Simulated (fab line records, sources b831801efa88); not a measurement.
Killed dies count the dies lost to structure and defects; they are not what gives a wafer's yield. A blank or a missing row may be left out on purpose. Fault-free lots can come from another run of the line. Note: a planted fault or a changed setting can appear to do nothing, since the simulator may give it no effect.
fab line records -- flow gf180mcu
record lots=14, wafers=42, lastDay=34
route steps=602 shown VT_IMPLANT@130 HV_LDD@211 PSD@259 NSD@262
lots that met no fault: taken from a fault-free run of the same line
startH: hours from the record's opening day to when the first of the lot's shown wafers began -- waitH: time in hours since the lot's previous step -- " the same as in the row above -- L1.1+2: a row that stands for several wafers -- - no value, or no start was given -- * or withheld: withheld -- < > ~ a bound
route shown NAME@n: NAME is a module with steps in the file, n the number in the route of the first one -- usual: mean and standard deviation over wafers with no fault -- same: alike in all rows -- chamber/n: place in a boat -- sites: each site's reading -- _std_site: their standard deviation -- _edge_site: mean of outer sites minus mean of inner sites -- radiusMm: for every site, how far away it sits from the centre of the wafer -- mask NAME#n: copy n -- behind: the most recent tool/chamber to have shaped the wafer -- hold: why the lot went on hold/how many hours it stayed there/how the hold came to an end -- device: whichever transistor did not switch (one of n, p or np) -- end of line: tests run on the same wafers once the route is complete -- for a step that has no rows: nothing shown but its recipe -- killed: dies lost to structure and defects at the first sort, not the wafer's yield -- map: shows each die of a wafer: x if killed, . if not, _ if none is there
set.NAME: the setting that was run; set.NAME@STEP: the one run at that earlier step -- model.NAME: the simulator's own value behind a step, which no gauge read
one table for each step of the route and one row for each wafer, over a sample of lots
services: when a tool's chamber went out of use (startH, in hours from the record's first day, below 0 if earlier), for how many hours, and the reason
## steps
# step GF_VT_IMPLANT_OVL_MEAS_40
# usual VT_IMPLANT_03_OVL=-0.1/1.2
lot.wafer,tool,chamber,startH,waitH,VT_IMPLANT_03_OVL[nm]
L230.2,overlay-02,-,159.84,0.1,-1.6
L230.3,overlay-02,-,159.84,0.1,-0.2
L230.6,overlay-02,-,159.84,0.1,-1.2
L231.3,overlay-01,-,167.80,0.1,-2.4
L231.4,overlay-01,-,167.80,0.1,-2.6
L231.5,overlay-01,-,167.80,0.1,-2.2
L232.2,overlay-01,-,169.78,0.1,0.1
L232.3,overlay-01,-,169.78,0.1,-0.9
L232.6,overlay-01,-,169.78,0.1,0.6
L233.1,overlay-02,-,177.63,0.1,-0.8
L233.3,overlay-02,-,177.63,0.1,0.0
L233.6,overlay-02,-,177.63,0.1,-0.3
L234.1,overlay-01,-,184.73,0.1,-0.7
L234.3,overlay-01,-,184.73,0.1,-1.1
L234.4,overlay-01,-,184.73,0.1,0.9
L241.3,overlay-01,-,231.40,0.1,0.2
L241.4,overlay-01,-,231.40,0.1,1.2
L241.6,overlay-01,-,231.40,0.1,2.0
L242.2,overlay-02,-,236.25,0.1,0.9
L242.5,overlay-02,-,236.25,0.1,0.9
L242.6,overlay-02,-,236.25,0.1,2.0
L246.1,overlay-01,-,260.72,0.1,-0.1
L246.5,overlay-01,-,260.72,0.1,1.3
L246.6,overlay-01,-,260.72,0.1,1.3
L247.1,overlay-02,-,270.14,0.1,0.1
L247.3,overlay-02,-,270.14,0.1,-1.9
L247.4,overlay-02,-,270.14,0.1,-0.9
L248.1,overlay-01,-,277.07,0.1,1.3
L248.2,overlay-01,-,277.07,0.1,1.3
L248.4,overlay-01,-,277.07,0.1,-1.1
L250.3,overlay-01,-,289.55,0.1,1.2
L250.4,overlay-01,-,289.55,0.1,1.3
L250.6,overlay-01,-,289.55,0.1,0.7
L251.1,overlay-02,-,299.53,0.1,-0.6
L251.3,overlay-02,-,299.53,0.1,-1.6
L251.6,overlay-02,-,299.53,0.1,-0.8
L252.2,overlay-01,-,304.48,0.1,-2.2
L252.3,overlay-01,-,304.48,0.1,0.5
L252.4,overlay-01,-,304.48,0.1,-0.6
L253.3,overlay-01,-,311.44,0.1,0.6
L253.4,overlay-01,-,311.44,0.1,1.9
L253.5,overlay-01,-,311.44,0.1,0.4
# step GF_HV_LDD_IMPLANT_35
# recipe species=P, energyKev=60, doseCm2=7.5e+12, tiltDeg=30, rotationDeg=180
# usual beamEnergyKeV=59.995/0.019, faradayCurrentUA=42.3/0.8, tiltDeg=30.005/0.021
lot.wafer,tool,chamber,startH,waitH,beamEnergyKeV,faradayCurrentUA,tiltDeg
L230.2,implanter-01,0,258.66,0.1,59.988,41.6,30.049
L230.3,implanter-01,0,258.66,0.1,60.002,42.6,30.020
L230.6,implanter-01,0,258.66,0.1,59.976,41.5,30.031
L231.3,implanter-03,0,262.89,0.1,60.006,41.9,30.039
L231.4,implanter-03,0,262.89,0.1,60.010,43.8,29.997
L231.5,implanter-03,0,262.89,0.1,60.018,41.2,30.033
L232.2,implanter-01,0,266.66,0.1,59.988,41.7,30.059
L232.3,implanter-01,0,266.66,0.1,59.996,42.1,30.027
L232.6,implanter-01,0,266.66,0.1,60.018,41.8,30.042
L233.1,implanter-03,0,274.73,0.1,60.026,43.2,29.994
L233.3,implanter-03,0,274.73,0.1,59.985,42.1,29.979
L233.6,implanter-03,0,274.73,0.1,60.001,43.0,29.983
L234.1,implanter-03,0,283.97,0.1,60.016,42.9,30.011
L234.3,implanter-03,0,283.97,0.1,60.003,43.0,29.981
L234.4,implanter-03,0,283.97,0.1,60.030,42.1,30.011
L241.3,implanter-01,0,338.44,0.1,60.010,42.2,29.981
L241.4,implanter-01,0,338.44,0.1,60.023,44.2,29.988
L241.6,implanter-01,0,338.44,0.1,59.976,41.8,29.973
L242.2,implanter-01,0,342.34,0.1,59.990,42.6,30.034
L242.5,implanter-01,0,342.34,0.1,59.984,41.5,30.031
L242.6,implanter-01,0,342.34,0.1,59.983,42.3,30.005
L246.1,implanter-03,0,374.23,0.1,59.980,43.3,30.017
L246.5,implanter-03,0,374.23,0.1,59.978,43.1,30.007
L246.6,implanter-03,0,374.23,0.1,60.002,42.1,30.005
L247.1,implanter-03,0,384.92,0.1,59.985,40.7,29.988
L247.3,implanter-03,0,384.92,0.1,60.006,43.6,29.992
L247.4,implanter-03,0,384.92,0.1,59.977,41.4,29.998
L248.1,implanter-03,0,392.44,0.1,59.982,42.5,29.998
L248.2,implanter-03,0,392.44,0.1,59.982,43.2,30.007
L248.4,implanter-03,0,392.44,0.1,59.990,41.8,30.003
L250.3,implanter-03,0,411.98,0.1,59.990,44.3,29.975
L250.4,implanter-03,0,411.98,0.1,60.025,41.7,29.981
L250.6,implanter-03,0,411.98,0.1,60.022,41.7,29.983
L251.1,implanter-01,0,420.68,0.1,60.005,42.5,30.005
L251.3,implanter-01,0,420.68,0.1,60.005,41.5,29.995
L251.6,implanter-01,0,420.68,0.1,60.041,40.6,29.963
L252.2,implanter-01,0,431.59,0.1,59.982,41.6,30.043
L252.3,implanter-01,0,431.59,0.1,59.993,42.3,30.045
L252.4,implanter-01,0,431.59,0.1,60.006,42.7,30.017
L253.3,implanter-02,0,433.73,0.1,59.986,42.3,30.000
L253.4,implanter-02,0,433.73,0.1,59.965,42.7,30.012
L253.5,implanter-02,0,433.73,0.1,59.985,42.7,30.001
# step GF_HV_LDD_RS_MEAS_53
# recipe thkMeasGauge=four-point-probe
# usual HV_LDD_RS=418.5/1
lot.wafer,tool,chamber,startH,waitH,HV_LDD_RS[ohm/sq]
L230.2,filmMetro-01,-,278.93,0.1,419.9
L230.3,filmMetro-01,-,278.93,0.1,418.5
L230.6,filmMetro-01,-,278.93,0.1,418.7
L231.3,filmMetro-01,-,283.31,0.1,418.4
L231.4,filmMetro-01,-,283.31,0.1,418.6
L231.5,filmMetro-01,-,283.31,0.1,417.7
L232.2,filmMetro-01,-,287.23,0.1,417.5
L232.3,filmMetro-01,-,287.23,0.1,418.3
L232.6,filmMetro-01,-,287.23,0.1,417.8
L233.1,filmMetro-03,-,294.96,0.1,419.5
L233.3,filmMetro-03,-,294.96,0.1,417.7
L233.6,filmMetro-03,-,294.96,0.1,418.6
L234.1,filmMetro-04,-,305.35,0.1,418.2
L234.3,filmMetro-04,-,305.35,0.1,416.9
L234.4,filmMetro-04,-,305.35,0.1,417.9
L241.3,filmMetro-04,-,360.63,0.1,-
L241.4,filmMetro-04,-,360.63,0.1,-
L241.6,filmMetro-04,-,360.63,0.1,-
L242.2,filmMetro-04,-,364.71,0.1,-
L242.5,filmMetro-04,-,364.71,0.1,-
L242.6,filmMetro-04,-,364.71,0.1,-
L246.1,filmMetro-03,-,398.46,0.1,417.9
L246.5,filmMetro-03,-,398.46,0.1,417.1
L246.6,filmMetro-03,-,398.46,0.1,418.3
L247.1,filmMetro-04,-,409.01,0.1,417.8
L247.3,filmMetro-04,-,409.01,0.1,417.1
L247.4,filmMetro-04,-,409.01,0.1,417.5
L248.1,filmMetro-04,-,416.06,0.1,417.7
L248.2,filmMetro-04,-,416.06,0.1,417.9
L248.4,filmMetro-04,-,416.06,0.1,416.8
L250.3,filmMetro-01,-,437.44,0.1,419.6
L250.4,filmMetro-01,-,437.44,0.1,418.2
L250.6,filmMetro-01,-,437.44,0.1,419.5
L251.1,filmMetro-03,-,445.71,0.1,419.3
L251.3,filmMetro-03,-,445.71,0.1,417.5
L251.6,filmMetro-03,-,445.71,0.1,418.0
L252.2,filmMetro-01,-,457.02,0.1,418.5
L252.3,filmMetro-01,-,457.02,0.1,418.1
L252.4,filmMetro-01,-,457.02,0.1,418.7
L253.3,filmMetro-03,-,459.28,0.1,419.0
L253.4,filmMetro-03,-,459.28,0.1,418.5
L253.5,filmMetro-03,-,459.28,0.1,418.7
# step GF_PSD_TW_MEAS_11
# usual PSD_TW=3173/20
lot.wafer,tool,chamber,startH,waitH,PSD_TW
L230.2,filmMetro-02,-,323.14,0.1,3148
L230.3,filmMetro-02,-,323.14,0.1,3150
L230.6,filmMetro-02,-,323.14,0.1,3148
L231.3,filmMetro-02,-,327.89,0.1,3168
L231.4,filmMetro-02,-,327.89,0.1,3164
L231.5,filmMetro-02,-,327.89,0.1,3159
L232.2,filmMetro-02,-,333.18,0.1,3156
L232.3,filmMetro-02,-,333.18,0.1,3138
L232.6,filmMetro-02,-,333.18,0.1,3158
L233.1,filmMetro-02,-,339.37,0.1,3175
L233.3,filmMetro-02,-,339.37,0.1,3169
L233.6,filmMetro-02,-,339.37,0.1,3157
L234.1,filmMetro-02,-,350.53,0.1,3172
L234.3,filmMetro-02,-,350.53,0.1,3162
L234.4,filmMetro-02,-,350.53,0.1,3166
L241.3,filmMetro-04,-,409.74,0.1,3193
L241.4,filmMetro-04,-,409.74,0.1,3194
L241.6,filmMetro-04,-,409.74,0.1,3204
L242.2,filmMetro-04,-,413.19,0.1,3188
L242.5,filmMetro-04,-,413.19,0.1,3199
L242.6,filmMetro-04,-,413.19,0.1,3179
L246.1,filmMetro-04,-,450.97,0.1,3198
L246.5,filmMetro-04,-,450.97,0.1,3183
L246.6,filmMetro-04,-,450.97,0.1,3194
L247.1,filmMetro-04,-,461.58,0.1,3214
L247.3,filmMetro-04,-,461.58,0.1,3217
L247.4,filmMetro-04,-,461.58,0.1,3211
L248.1,filmMetro-01,-,467.84,0.1,3195
L248.2,filmMetro-01,-,467.84,0.1,3164
L248.4,filmMetro-01,-,467.84,0.1,3184
L250.3,filmMetro-02,-,489.30,0.1,3167
L250.4,filmMetro-02,-,489.30,0.1,3169
L250.6,filmMetro-02,-,489.30,0.1,3172
L251.1,filmMetro-01,-,496.97,0.1,3162
L251.3,filmMetro-01,-,496.97,0.1,3155
L251.6,filmMetro-01,-,496.97,0.1,3151
L252.2,filmMetro-01,-,508.05,0.1,3152
L252.3,filmMetro-01,-,508.05,0.1,3168
L252.4,filmMetro-01,-,508.05,0.1,3162
L253.3,filmMetro-02,-,510.16,0.1,3157
L253.4,filmMetro-02,-,510.16,0.1,3163
L253.5,filmMetro-02,-,510.16,0.1,3158
# step GF_PSD_RS_MEAS_14
# recipe thkMeasGauge=four-point-probe
# usual NSD_RS=46.18/0.079
lot.wafer,tool,chamber,startH,waitH,NSD_RS[ohm/sq]
L230.2,filmMetro-01,-,323.43,0.1,46.26
L230.3,filmMetro-01,-,323.43,0.1,46.18
L230.6,filmMetro-01,-,323.43,0.1,46.25
L231.3,filmMetro-02,-,328.10,0.1,46.09
L231.4,filmMetro-02,-,328.10,0.1,46.19
L231.5,filmMetro-02,-,328.10,0.1,46.25
L232.2,filmMetro-04,-,333.38,0.1,46.28
L232.3,filmMetro-04,-,333.38,0.1,46.24
L232.6,filmMetro-04,-,333.38,0.1,46.21
L233.1,filmMetro-02,-,339.57,0.1,46.08
L233.3,filmMetro-02,-,339.57,0.1,46.17
L233.6,filmMetro-02,-,339.57,0.1,46.19
L234.1,filmMetro-02,-,350.72,0.1,46.23
L234.3,filmMetro-02,-,350.72,0.1,46.23
L234.4,filmMetro-02,-,350.72,0.1,46.31
L241.3,filmMetro-01,-,410.01,0.1,46.09
L241.4,filmMetro-01,-,410.01,0.1,46.15
L241.6,filmMetro-01,-,410.01,0.1,46.08
L242.2,filmMetro-02,-,413.44,0.1,46.27
L242.5,filmMetro-02,-,413.44,0.1,46.25
L242.6,filmMetro-02,-,413.44,0.1,46.20
L246.1,filmMetro-01,-,451.16,0.1,46.12
L246.5,filmMetro-01,-,451.16,0.1,46.19
L246.6,filmMetro-01,-,451.16,0.1,46.04
L247.1,filmMetro-01,-,461.78,0.1,46.27
L247.3,filmMetro-01,-,461.78,0.1,46.21
L247.4,filmMetro-01,-,461.78,0.1,46.29
L248.1,filmMetro-01,-,468.04,0.1,46.18
L248.2,filmMetro-01,-,468.04,0.1,46.29
L248.4,filmMetro-01,-,468.04,0.1,46.28
L250.3,filmMetro-01,-,489.56,0.1,46.19
L250.4,filmMetro-01,-,489.56,0.1,46.08
L250.6,filmMetro-01,-,489.56,0.1,46.05
L251.1,filmMetro-01,-,497.16,0.1,46.15
L251.3,filmMetro-01,-,497.16,0.1,46.18
L251.6,filmMetro-01,-,497.16,0.1,46.17
L252.2,filmMetro-01,-,508.31,0.1,46.17
L252.3,filmMetro-01,-,508.31,0.1,46.21
L252.4,filmMetro-01,-,508.31,0.1,46.15
L253.3,filmMetro-04,-,510.38,0.1,46.28
L253.4,filmMetro-04,-,510.38,0.1,46.18
L253.5,filmMetro-04,-,510.38,0.1,46.10
## services
tool,chamber,startH,hours,kind
implanter-03,-,236.93,14.9,pm
implanter-03,-,264.91,3.6,repair
implanter-03,-,360.11,6.7,repair
implanter-03,-,362.84,4.0,repair
implanter-01,-,363.25,0.7,repair
implanter-01,-,388.63,15.1,pm
implanter-03,-,393.08,2.1,repair
## key
firstSign step=GF_HV_LDD_RS_MEAS_53, reading=HV_LDD_RS, direction=missing
effect none on later readings
metAt GF_HV_LDD_IMPLANT_35
struckLots L241,L242
testerLeftOut L241,L242
notActingAt GF_VT_IMPLANT_OVL_MEAS_40,GF_PSD_TW_MEAS_11,GF_PSD_RS_MEAS_14
onsetBetween 266.66 338.44
fault kind=processParameterDrift, tool=implanter-01, chamber=-, onsetH=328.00, steps=GF_HV_LDD_IMPLANT_35, channel=tiltDeg, offset=4.8214, spreadByWafer=0.3, shape=step, endH=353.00, actsIn=theseRecipesOnly, stated=30
# testerLeftOut: of these lots the tester's yield and bins aren't shown, on N5 and GAA mostly nor the transistor test; their killed dies are dies lost to structure and defects alone, not to doping, threshold or leakage, so they don't give the yield
